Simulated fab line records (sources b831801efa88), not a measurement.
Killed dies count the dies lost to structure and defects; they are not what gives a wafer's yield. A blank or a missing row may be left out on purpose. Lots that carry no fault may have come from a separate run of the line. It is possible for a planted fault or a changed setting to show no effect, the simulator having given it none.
What tool caused it? :: flow gf180mcu :: 16 wafers from 6 lots sampled at 3 of the route's 602 steps

WHAT THE GAUGES READ, wafer by wafer
GF_MIM_THK_MEAS_06.
lot: L159
measured: day 25 10:23
on: film metro-03
MIM_CVD_05_THK (nm): 41.7 42.0 42.5

lot: L161
measured: day 26 12:15
on: film metro-02
MIM_CVD_05_THK (nm): 41.1 41.9 41.9

lot: L168
measured: day 28 11:17
on: film metro-03
MIM_CVD_05_THK (nm): 42.3 46.3 42.3 46.4

lot: L170
measured: day 29 02:51
on: film metro-02
MIM_CVD_05_THK (nm): 42.6 46.6 42.6 46.6

lot: L176
measured: day 30 20:39
on: film metro-02
MIM_CVD_05_THK (nm): 41.1 42.3 41.4

lot: L177
measured: day 31 06:02
on: film metro-03
MIM_CVD_05_THK (nm): 42.0 42.2 42.1

WHAT TOOL EACH LOT RAN ON (gives the tool, then ch and the chambers of the sampled wafers, and finally the start)
lot: L159
GF_V3_SPUTTER_22: pvd sputter-04, day 23 10:27
GF_MIM_CVD_05: pecvd-03 ch 0,1,2, day 25 10:21

lot: L161
GF_V3_SPUTTER_22: pvd sputter-01, day 24 13:37
GF_MIM_CVD_05: pecvd-04 ch 1,2, day 26 12:13

lot: L168
GF_V3_SPUTTER_22: pvd sputter-01, day 26 14:52
GF_MIM_CVD_05: pecvd-03 ch 0,1, day 28 11:14

lot: L170
GF_V3_SPUTTER_22: pvd sputter-01, day 27 06:56
GF_MIM_CVD_05: pecvd-03 ch 1,2, day 29 02:49

lot: L176
GF_V3_SPUTTER_22: pvd sputter-02, day 29 02:59
GF_MIM_CVD_05: pecvd-04 ch 0,1, day 30 20:36

lot: L177
GF_V3_SPUTTER_22: pvd sputter-04, day 29 13:31
GF_MIM_CVD_05: pecvd-04 ch 1,2, day 31 06:00
- GF_V3_SPUTTER_22: material TiN, target thk 10 nm, time 40 s.
- GF_MIM_CVD_05: deposits Si3N4, target thk 42 nm, time 29.086 s.

THE ANSWER, worked out from the rows above alone
Rule: the lots themselves supply what counts as usual. Put in order of their means at a reading, lots are off if they are a third of the lots or fewer, leave a main group of 4 or more, and stand apart from it by a gap of 3 or more times the standard deviation of the main group's means; of several such gaps the widest counts. The tables above print the reading to a certain number of digits; a main group whose means all agree to those digits is not used. Also off: a lot with no number at a reading for which 4 or more lots have one. The other lots that the step has rows for count as sound.
Off: at GF_MIM_THK_MEAS_06 (MIM_CVD_05_THK), L168, L170. For the main group the mean is 41.9 nm and the standard deviation 0.23.
A tool fits if, at a process step before that reading, it ran every lot that is off, and no sound lot after the first of them. Those tools and the gauges at GF_MIM_THK_MEAS_06 are tried in the same way. 2 tools fit, pvd sputter-01 at GF_V3_SPUTTER_22 and pecvd-03 at GF_MIM_CVD_05, so this cannot tell which one it is.

WHAT HAD BEEN PUT IN BY THE SIMULATOR
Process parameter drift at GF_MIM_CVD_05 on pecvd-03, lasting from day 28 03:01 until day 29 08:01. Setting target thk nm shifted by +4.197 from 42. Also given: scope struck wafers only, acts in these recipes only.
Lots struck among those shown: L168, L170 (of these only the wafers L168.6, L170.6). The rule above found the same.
